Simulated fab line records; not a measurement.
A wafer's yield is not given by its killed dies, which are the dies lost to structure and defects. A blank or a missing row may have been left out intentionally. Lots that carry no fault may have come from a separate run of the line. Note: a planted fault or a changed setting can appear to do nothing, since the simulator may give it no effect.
fab line records	flow sky130
record: lots: 6	wafers: 18	lastDay: 50
route steps=708 shown SONOS_TUNNEL@156 SONOS_ONO@168 PAD_OPEN@708
lots that met no fault: taken from a fault-free run of the same line
startH: hours from the record's first day to the start of the lot's first wafer shown	waitH: time in hours since the lot's previous step	" same as the row above	L1.1+2: one row covering several wafers at once	- no value, or no start given	* or withheld: withheld	< > ~ a bound
route shown NAME@n: a module of which the file shows steps, and the number in the route of the first	usual: the fault-free wafers' mean and standard deviation	same: alike in all rows	chamber/n: place in a boat	sites: readings site by site	_std_site: the standard deviation of these	_edge_site: mean of outer sites minus mean of inner sites	radiusMm: how far each site lies from the wafer's centre	mask NAME#n: copy n	behind: the most recent tool/chamber to have shaped the wafer	hold: what put the lot on hold/how long, in hours/how the hold closed	device: the n, p or np transistor that did not switch	end of line: tests run on the same wafers once the route is complete	for a step that has no rows: nothing shown but its recipe	killed: dies that structure and defects cost at the first sort, which is not the same as the wafer's yield	map: the dies of a wafer, with x for killed, . for not killed, _ for no die there
set.NAME: the setting that was run; set.NAME@STEP: the one run at that earlier step	model.NAME: the simulator's own value behind a step, which no gauge read
lots at some steps of the route; a table a step, a row a wafer
services: the hour from which a tool's chamber was out of use, counted from the record's first day as startH (under 0 if before that day), plus the number of hours and why
== steps ==
step: SKY_SONOS_TUNNEL_COAT_02
recipe: resist: NOVOLAK	spinRpm: 3000	resistThkNm: 1140
step: SKY_SONOS_TUNNEL_SOFTBAKE_03
recipe: tempC: 90	timeS: 60	resist: NOVOLAK
step: SKY_SONOS_TUNNEL_EXPOSE_04
recipe: maskId: TUNM	na: 0.6	sourceShape: conventional	sigmaOuter: 0.6	polarization: unpolarized	targetCdNm: 410	doseMj: 136
step: SKY_SONOS_TUNNEL_PEB_05
recipe: tempC: withheld	timeS: *	resist: NOVOLAK
step: SKY_SONOS_TUNNEL_DEVELOP_06
recipe: resist: NOVOLAK	developer: TMAH	developTimeS: 60	devTempC: 23
step: SKY_SONOS_TUNNEL_CD_MEAS_07
recipe: targetCdNm: 410
usual: cdNm: 409.6/2.8
lot.wafer	tool	chamber	startH	waitH	cdNm
L707.1	cdSem-01	-	267.15	0.1	409.2
L707.2	"	-	"	"	411.2
L707.4	"	-	"	"	410.2
L709.2	cdSem-01	-	281.77	0.1	410.4
L709.5	"	-	"	"	406.1
L709.6	"	-	"	"	408.9
L721.2	cdSem-02	-	373.72	0.1	412.0
L721.3	"	-	"	"	413.1
L721.6	"	-	"	"	413.7
L725.2	cdSem-01	-	412.30	0.1	409.4
L725.4	"	-	"	"	409.3
L725.5	"	-	"	"	409.4
L726.2	cdSem-01	-	412.51	0.1	407.0
L726.3	"	-	"	"	407.5
L726.5	"	-	"	"	407.3
L728.1	cdSem-01	-	427.43	0.1	410.7
L728.3	"	-	"	"	409.1
L728.4	"	-	"	"	408.8
step: SKY_SONOS_TUNNEL_OVL_MEAS_08
usual: SONOS_TUNNEL_OVL: 0.4/1.2
lot.wafer	tool	chamber	startH	waitH	SONOS_TUNNEL_OVL[nm]
L707.1	overlay-01	-	267.27	0.1	-1.5
L707.2	"	-	"	"	0.2
L707.4	"	-	"	"	-0.6
L709.2	overlay-02	-	281.87	0.1	1.2
L709.5	"	-	"	"	0.9
L709.6	"	-	"	"	-0.8
L721.2	overlay-02	-	373.82	0.1	1.2
L721.3	"	-	"	"	1.7
L721.6	"	-	"	"	0.9
L725.2	overlay-02	-	412.40	0.1	2.1
L725.4	"	-	"	"	2.6
L725.5	"	-	"	"	1.7
L726.2	overlay-02	-	412.62	0.1	0.3
L726.3	"	-	"	"	0.6
L726.5	"	-	"	"	-1.1
L728.1	overlay-02	-	427.55	0.1	-0.4
L728.3	"	-	"	"	0.2
L728.4	"	-	"	"	1.3
step: SKY_SONOS_TUNNEL_IMPLANT_09
recipe: species: B	energyKev: 20	doseCm2: 1e+12	tiltDeg: withheld
step: SKY_SONOS_TUNNEL_WET_ETCH_10
recipe: chemistry: dHF	targetDepthNm: 14	target: SiO2	dilution: 100:1	tempC: 25	timeS: 280
step: SKY_SONOS_TUNNEL_STRIP_11
recipe: chemistry: SPM	timeS: 600	tempC: 130
step: SKY_SONOS_TUNNEL_TW_MEAS_12
usual: SONOS_TUNNEL_TW: 199/3.1
lot.wafer	tool	chamber	startH	waitH	SONOS_TUNNEL_TW
L707.1	filmMetro-01	-	267.71	0.0	203
L707.2	"	-	"	"	204
L707.4	"	-	"	"	202
L709.2	filmMetro-04	-	282.33	0.0	197
L709.5	"	-	"	"	197
L709.6	"	-	"	"	197
L721.2	filmMetro-03	-	374.28	0.0	199
L721.3	"	-	"	"	199
L721.6	"	-	"	"	199
L725.2	filmMetro-01	-	412.85	0.0	204
L725.4	"	-	"	"	205
L725.5	"	-	"	"	204
L726.2	filmMetro-01	-	413.08	0.0	202
L726.3	"	-	"	"	204
L726.5	"	-	"	"	203
L728.1	filmMetro-03	-	428.39	0.0	198
L728.3	"	-	"	"	199
L728.4	"	-	"	"	199
step: SKY_SONOS_TUNNEL_CLEAN_13
recipe: chemistry: dHF	timeS: 20	dilution: 100:1	dry: ipaMarangoni
step: SKY_SONOS_ONO_OXIDATION_00
recipe: tempC: 800	ambient: O2	idleTempC: 700	rampUpCPerMin: 10	rampDownCPerMin: 3	stabiliseS: 600	purgeS: 300	targetThkA: 26	oxTimeS: 1249
usual: spikeTcBottomC: 818.0/3	spikeTcCentreC: 801.8/1.1	spikeTcLowerC: 799.3/1.5	spikeTcTopC: 815.6/2.5	spikeTcUpperC: 800.7/1.2	tube_center_temp_C_max: 802.1/0.37
lot.wafer	tool	chamber	startH	waitH	spikeTcBottomC	spikeTcCentreC	spikeTcLowerC	spikeTcTopC	spikeTcUpperC	tube_center_temp_C_max	model.SiO2_of_SONOS_ONO_OXIDATION_00.thkNm
L707.1	furnace-01	0	268.64	0.9	816.0	801.6	799.9	817.8	800.7	801.8	2.607
L707.2	"	0	"	"	816.2	802.2	797.1	818.0	798.9	802.6	2.564
L707.4	"	0	"	"	817.0	800.7	798.6	816.7	798.9	801.9	2.569
L709.2	furnace-01	0	283.29	0.9	815.8	802.6	798.7	818.2	799.8	802.2	2.579
L709.5	"	0	"	"	817.1	802.2	798.9	817.3	799.5	802.4	2.599
L709.6	"	0	"	"	816.5	801.0	799.5	816.5	798.7	802.1	2.585
L721.2	furnace-02	0	376.13	1.8	821.7	804.4	802.0	813.0	800.5	802.3	2.57
L721.3	"	0	"	"	822.5	803.6	800.3	813.0	802.0	801.4	2.577
L721.6	"	0	"	"	821.1	803.4	800.3	812.1	801.5	801.9	2.579
L725.2	furnace-02	0	413.20	0.2	830.7	811.6	809.7	820.7	810.7	802.7	2.952
L725.4	"	0	"	"	828.2	814.5	809.5	823.1	812.4	801.8	2.962
L725.5	"	0	"	"	832.7	812.4	809.3	820.9	809.7	801.8	2.99
L726.2	furnace-02	0	413.20	0.1	830.4	812.7	811.7	823.4	810.0	801.7	2.959
L726.3	"	0	"	"	832.7	813.9	810.8	822.5	811.8	802.0	2.994
L726.5	"	0	"	"	830.4	812.8	809.6	822.4	810.1	802.0	2.962
L728.1	furnace-01	0	428.62	0.0	815.0	800.5	798.1	816.9	801.4	801.7	2.573
L728.3	"	0	"	"	815.3	803.3	798.7	818.5	801.3	802.5	2.513
L728.4	"	0	"	"	817.4	803.6	796.5	818.3	802.0	802.0	2.53
step: SKY_SONOS_ONO_THK_MEAS_01
recipe: reads: SiO2_of_SONOS_ONO_OXIDATION_00
usual: SONOS_ONO_OXIDATION_THK: 2.57/0.052
lot.wafer	tool	chamber	startH	waitH	hold	SONOS_ONO_OXIDATION_THK[nm]
L707.1	filmMetro-01	-	269.99	0.0	-	2.62
L707.2	"	-	"	"	-	2.58
L707.4	"	-	"	"	-	2.50
L709.2	filmMetro-01	-	284.65	0.0	-	2.52
L709.5	"	-	"	"	-	2.62
L709.6	"	-	"	"	-	2.59
L721.2	filmMetro-03	-	377.48	0.0	-	2.58
L721.3	"	-	"	"	-	2.61
L721.6	"	-	"	"	-	2.52
L725.2	filmMetro-02	-	414.56	0.0	awaitDispo/0.2h/release	2.99
L725.4	"	-	"	"	awaitDispo/0.2h/release	3.00
L725.5	"	-	"	"	awaitDispo/0.2h/release	2.99
L725.2	filmMetro-02	-	414.78	0.2	-	2.95
L725.4	"	-	"	"	-	2.96
L725.5	"	-	"	"	-	3.02
L726.2	filmMetro-01	-	414.56	0.0	awaitDispo/0.2h/release	2.92
L726.3	"	-	"	"	awaitDispo/0.2h/release	2.98
L726.5	"	-	"	"	awaitDispo/0.2h/release	2.95
L726.2	filmMetro-01	-	414.78	0.2	-	2.93
L726.3	"	-	"	"	-	3.00
L726.5	"	-	"	"	-	2.98
L728.1	filmMetro-03	-	429.96	0.0	-	2.49
L728.3	"	-	"	"	-	2.51
L728.4	"	-	"	"	-	2.58
step: SKY_PAD_OPEN_PROBE_99
usual: killed_at_M0_to_M3: 44/6.6	killed_at_M4_up: 3.4/1.9	killedAtContacts: 25/5.6	killedAtFrontEnd: 15/4.6	killedDies: 88/9.5	killedOpen: 47/7.1	killedShort: 40/6.4
same: grossDies: 492	killedAtBackSide: 0	killedAtOther: 0
lot.wafer	tool	chamber	startH	waitH	killed_at_M0_to_M3	killed_at_M4_up	killedAtContacts	killedAtFrontEnd	killedDies	killedOpen	killedShort	model.etest.sonosErased.driveUaUm	model.etest.capOno.gateLog10ACm2	model.etest.capOno.gateBvV	model.etest.sonosErased.vtV	model.etest.capOno.toxAccNm	model.etest.sonosProgrammed.vtV	model.etest.sonosBaked.vtLessV
L707.1	prober-02	-	1085.71	0.1	42	2	28	14	86	52	34	171.5	-8.225	16.61	-2.173	13.07	1.324	-0.4297
L707.2	prober-02	-	1085.76	0.1	43	4	28	10	85	41	42	212.2	-7.916	16.38	-2.314	12.91	1.443	-0.5085
L707.4	prober-02	-	1085.86	0.2	45	4	22	16	87	47	38	232.9	-7.942	16.49	-2.335	12.86	1.486	-0.5436
L709.2	prober-02	-	1104.76	0.1	53	5	25	8	91	49	42	180.7	-8.045	16.42	-2.249	12.93	1.433	-0.4714
L709.5	prober-02	-	1104.91	0.2	46	5	17	10	78	38	40	155.7	-8.095	15.96	-2.176	13.07	1.361	-0.3839
L709.6	prober-02	-	1104.96	0.2	42	9	19	7	77	43	34	189.5	-7.924	16.46	-2.266	12.91	1.47	-0.4845
L721.2	prober-02	-	1166.04	0.1	43	2	25	18	88	52	35	186.7	-7.777	16.26	-2.322	12.8	1.459	-0.4759
L721.3	prober-02	-	1166.09	0.2	52	4	24	13	93	47	46	204.2	-7.862	16.27	-2.33	12.78	1.516	-0.5386
L721.6	prober-02	-	1166.24	0.2	43	2	34	18	97	54	43	161.5	-7.834	16.34	-2.276	12.79	1.455	-0.4746
L725.2	prober-01	-	1185.72	0.1	44	10	20	20	94	49	45	138.9	-8.192	16.74	-1.951	13.11	1.404	-0.4116
L725.4	prober-01	-	1185.82	0.2	37	3	28	25	93	50	43	174	-8.291	16.64	-1.967	13.14	1.334	-0.341
L725.5	prober-01	-	1185.87	0.2	42	1	22	12	77	41	36	154.2	-8.33	16.77	-1.885	13.24	1.373	-0.407
L726.2	prober-02	-	1187.22	0.1	37	2	25	16	80	43	37	137.4	-8.402	16.47	-1.873	13.22	1.292	-0.3264
L726.3	prober-02	-	1187.27	0.2	54	5	30	10	99	48	51	115.5	-8.576	16.72	-1.735	13.37	1.256	-0.3265
L726.5	prober-02	-	1187.37	0.2	43	5	31	22	101	59	42	133.1	-8.279	16.82	-1.918	13.1	1.437	-0.411
L728.1	prober-02	-	1193.04	0.1	55	5	18	16	94	50	44	158.5	-8.16	16.57	-2.176	13.06	1.411	-0.515
L728.3	prober-02	-	1193.14	0.2	49	7	24	7	87	46	41	206.8	-7.945	16.23	-2.318	12.91	1.439	-0.4941
L728.4	prober-02	-	1193.19	0.2	40	4	33	13	90	48	42	184.2	-8.092	16.39	-2.231	13.06	1.373	-0.4903
killed by level:class
L707.1 VIA1:geometricParticle:open=11 CONTACT:geometricParticle:open=10 VIA3:geometricParticle:open=7 VIA2:geometricParticle:open=7 LI_CONTACT:geometricParticle:open=6 CONTACT:geometricParticle:short=5 LOCAL_INTERCONNECT:geometricParticle:short=4 VIA2:geometricParticle:short=4
L707.2 CONTACT:geometricParticle:open=10 VIA1:geometricParticle:open=10 VIA2:geometricParticle:open=7 LI_CONTACT:geometricParticle:open=6 CONTACT:geometricParticle:short=6 VIA1:geometricParticle:short=5 METAL2:geometricParticle:short=5 FIELD_ISO:geometricParticle:short=4
L707.4 VIA1:geometricParticle:open=12 LI_CONTACT:geometricParticle:open=9 VIA1:geometricParticle:short=8 VIA3:geometricParticle:open=7 CONTACT:geometricParticle:open=5 VIA2:geometricParticle:open=5 METAL3:geometricParticle:short=4 FIELD_ISO:geometricParticle:short=3
L709.2 CONTACT:geometricParticle:open=15 VIA1:geometricParticle:open=12 METAL2:geometricParticle:short=11 CONTACT:geometricParticle:short=7 VIA2:geometricParticle:open=6 VIA1:geometricParticle:short=5 VIA3:geometricParticle:open=5 METAL4:geometricParticle:short=5
L709.5 VIA1:geometricParticle:open=10 METAL2:geometricParticle:short=8 VIA2:geometricParticle:open=8 METAL1:geometricParticle:short=6 CONTACT:geometricParticle:open=5 LI_CONTACT:geometricParticle:short=4 METAL3:geometricParticle:short=4 METAL4:geometricParticle:short=4
L709.6 VIA1:geometricParticle:open=12 LI_CONTACT:geometricParticle:open=9 CONTACT:geometricParticle:open=5 METAL2:geometricParticle:short=5 VIA3:geometricParticle:short=5 VIA2:geometricParticle:open=4 VIA2:geometricParticle:short=4 METAL4:geometricParticle:short=4
L721.2 VIA1:geometricParticle:open=13 CONTACT:geometricParticle:open=10 VIA1:geometricParticle:short=7 FIELD_ISO:geometricParticle:open=5 POLY_GATE:geometricParticle:open=5 LI_CONTACT:geometricParticle:open=5 CONTACT:geometricParticle:short=4 VIA3:geometricParticle:open=4
L721.3 VIA2:geometricParticle:open=9 VIA3:geometricParticle:short=8 VIA1:geometricParticle:open=8 LI_CONTACT:geometricParticle:open=7 METAL1:geometricParticle:short=7 CONTACT:geometricParticle:short=6 CONTACT:geometricParticle:open=5 VIA1:geometricParticle:short=5
L721.6 CONTACT:geometricParticle:open=13 VIA1:geometricParticle:open=11 LI_CONTACT:geometricParticle:open=8 METAL1:geometricParticle:short=8 VIA3:geometricParticle:open=8 CONTACT:geometricParticle:short=5 METAL2:geometricParticle:short=5 FIELD_ISO:geometricParticle:short=4
L725.2 VIA2:geometricParticle:open=10 VIA1:geometricParticle:open=9 FIELD_ISO:geometricParticle:short=7 METAL4:geometricParticle:short=7 LI_CONTACT:geometricParticle:open=7 VIA1:geometricParticle:short=5 CONTACT:geometricParticle:open=5 VIA3:geometricParticle:open=5
L725.4 LI_CONTACT:geometricParticle:open=14 POLY_GATE:geometricParticle:short=9 FIELD_ISO:geometricParticle:open=7 VIA2:geometricParticle:open=6 CONTACT:geometricParticle:open=6 METAL1:geometricParticle:short=6 METAL2:geometricParticle:short=6 VIA1:geometricParticle:open=5
L725.5 VIA1:geometricParticle:open=14 METAL2:geometricParticle:short=9 LI_CONTACT:geometricParticle:open=7 CONTACT:geometricParticle:open=6 METAL3:geometricParticle:short=5 LI_CONTACT:geometricParticle:short=4 METAL1:geometricParticle:short=4 VIA2:geometricParticle:open=4
L726.2 VIA1:geometricParticle:open=10 LI_CONTACT:geometricParticle:open=9 CONTACT:geometricParticle:open=8 METAL2:geometricParticle:short=6 VIA1:geometricParticle:short=5 VIA3:geometricParticle:open=4 CONTACT:geometricParticle:short=4 FIELD_ISO:geometricParticle:short=3
L726.3 VIA1:geometricParticle:open=10 CONTACT:geometricParticle:open=9 VIA3:geometricParticle:short=8 CONTACT:geometricParticle:short=7 LOCAL_INTERCONNECT:geometricParticle:short=6 METAL2:geometricParticle:short=6 VIA2:geometricParticle:open=6 LI_CONTACT:geometricParticle:open=5
L726.5 VIA1:geometricParticle:open=12 POLY_GATE:geometricParticle:open=9 CONTACT:geometricParticle:open=9 LI_CONTACT:geometricParticle:open=8 LI_CONTACT:geometricParticle:short=8 VIA3:geometricParticle:open=8 FIELD_ISO:geometricParticle:open=6 METAL1:geometricParticle:short=6
L728.1 VIA1:geometricParticle:open=12 METAL1:geometricParticle:short=7 VIA2:geometricParticle:open=7 CONTACT:geometricParticle:open=6 VIA1:geometricParticle:short=6 VIA3:geometricParticle:open=6 LI_CONTACT:geometricParticle:open=5 FIELD_ISO:geometricParticle:open=4
L728.3 VIA1:geometricParticle:open=13 CONTACT:geometricParticle:open=9 CONTACT:geometricParticle:short=7 METAL2:geometricParticle:short=7 VIA2:geometricParticle:open=6 VIA2:geometricParticle:short=5 METAL3:geometricParticle:short=5 VIA3:geometricParticle:open=5
L728.4 LI_CONTACT:geometricParticle:open=12 LOCAL_INTERCONNECT:geometricParticle:short=9 CONTACT:geometricParticle:open=9 METAL2:geometricParticle:short=7 VIA3:geometricParticle:open=7 VIA2:geometricParticle:open=6 METAL1:geometricParticle:short=6 VIA1:geometricParticle:open=6
== services ==
tool	chamber	startH	hours	kind
furnace-01	-	258.04	4.8	pm
furnace-01	-	295.25	2.8	pm
furnace-02	-	358.97	7.4	pm
== key ==
firstSign: step: SKY_SONOS_ONO_OXIDATION_00	reading: spikeTcCentreC	direction: up	sigmas: 9.9	usual: 801.8	struck: 813.0
effect: step: SKY_SONOS_ONO_OXIDATION_00	reading: spikeTcUpperC	direction: up	sigmas: 8.2	usual: 800.7	struck: 810.8
effect: step: SKY_SONOS_ONO_THK_MEAS_01	reading: visit	direction: added
effect: step: SKY_SONOS_ONO_THK_MEAS_01	reading: SONOS_ONO_OXIDATION_THK	direction: up	sigmas: 7.7	usual: 2.57	struck: 2.97
modelEffect: step: SKY_SONOS_ONO_OXIDATION_00	value: SiO2_of_SONOS_ONO_OXIDATION_00.thkNm	without: 2.577	struck: 2.97
modelEffect: step: SKY_PAD_OPEN_PROBE_99	value: etest.sonosErased.driveUaUm	without: 182.6	struck: 142.2
metAt SKY_SONOS_ONO_OXIDATION_00
struckWafers L725.2,L725.4,L725.5,L726.2,L726.3,L726.5
testerLeftOut L725,L726
onsetBetween 376.13 413.20
fault: kind: processParameterDrift	tool: furnace-02	chamber: -	onsetH: 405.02	steps: SKY_SONOS_ONO_OXIDATION_00	channel: tempC	offset: *	shape: step	endH: 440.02	actsIn: *	stated: *
testerLeftOut: of these lots the tester's yield and bins aren't shown, on N5 and GAA mostly nor the transistor test; their killed dies are dies lost to structure and defects alone, not to doping, threshold or leakage, so they don't give the yield
